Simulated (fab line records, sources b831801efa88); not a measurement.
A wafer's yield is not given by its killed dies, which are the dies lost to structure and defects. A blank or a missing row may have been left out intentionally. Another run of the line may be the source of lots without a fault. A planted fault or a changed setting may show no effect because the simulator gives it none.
2 desks looking at one fault	flow gf180mcu	numbers are kept per desk, each desk with only its own; the story behind them comes last

== THE TOOL OWNER'S DESK: iline stepper-02 ==
The tool's own readings at GF_HV_LDD_EXPOSE_16 (exposes mask Pplus LV AREA, target cd 400 nm): means of the sampled wafers that have a number, for each lot that ran on this tool. The brackets show how far a lot's mean lies from the usual mean; more than 4 standard deviations puts the lot out of limits, marked OUT.
Columns: A = exposure dose mJ cm2 at GF_HV_LDD_EXPOSE_16, usual 139.99; B = focus offset nm at GF_HV_LDD_EXPOSE_16, usual 0.0 nm
lot	first seen here	A	B
L946	day 10 22:14	139.88	0.5
L947	day 10 23:02	139.97	0.4
L948	day 11 11:12	140.14	-0.5
L961	day 15 04:45	140.06	-0.1
L962	day 15 10:48	140.04	0.3
L966	day 16 20:20	140.09	0.6
L969	day 17 13:59	139.94	-0.3
This desk's verdict: no lot among the 7 shows anything out of limits.

== AT THE METROLOGY DESK ==
What the gauges read, lot by lot, whatever tool the lot ran on: means of the sampled wafers that have a number. The brackets show how far a lot's mean lies from the usual mean; more than 4 standard deviations puts the lot out of limits, marked OUT.
Columns: A = STI_OXIDATION_THK at GF_STI_THK_MEAS_02, usual 9.90 nm; B = VT_IMPLANT_TW at GF_VT_IMPLANT_TW_MEAS_10, usual 569; C = cd nm at GF_SAB_CD_MEAS_09, usual 420.1 nm
lot	first seen here	A	B	C
L946	day 1 14:29	10.04	571	416.6
L947	day 1 19:00	9.95	567	417.3
L948	day 1 22:55	10.17	572	422.0
L951	day 2 13:53	9.83	573	-
L952	day 2 22:05	10.08	563	-
L960	day 4 09:31	9.69	558	414.5
L961	day 4 14:59	9.89	560	423.1
L962	day 4 19:31	10.05	572	419.8
L963	day 5 00:32	9.63	574	414.9
L964	day 5 05:31	9.90	575	424.6
L965	day 5 10:31	10.03	576	420.3
L966	day 5 15:32	9.91	575	419.6
L968	day 6 01:31	9.67	573	422.1
L969	day 6 06:31	9.78	570	420.4
This desk's verdict: no lot among the 14 shows anything out of limits.

== BROUGHT TOGETHER ==
Nothing out of limits was seen by the tool owner's desk.
The metrology desk saw nothing out of limits.

== WHAT WAS PUT IN BY THE SIMULATOR ==
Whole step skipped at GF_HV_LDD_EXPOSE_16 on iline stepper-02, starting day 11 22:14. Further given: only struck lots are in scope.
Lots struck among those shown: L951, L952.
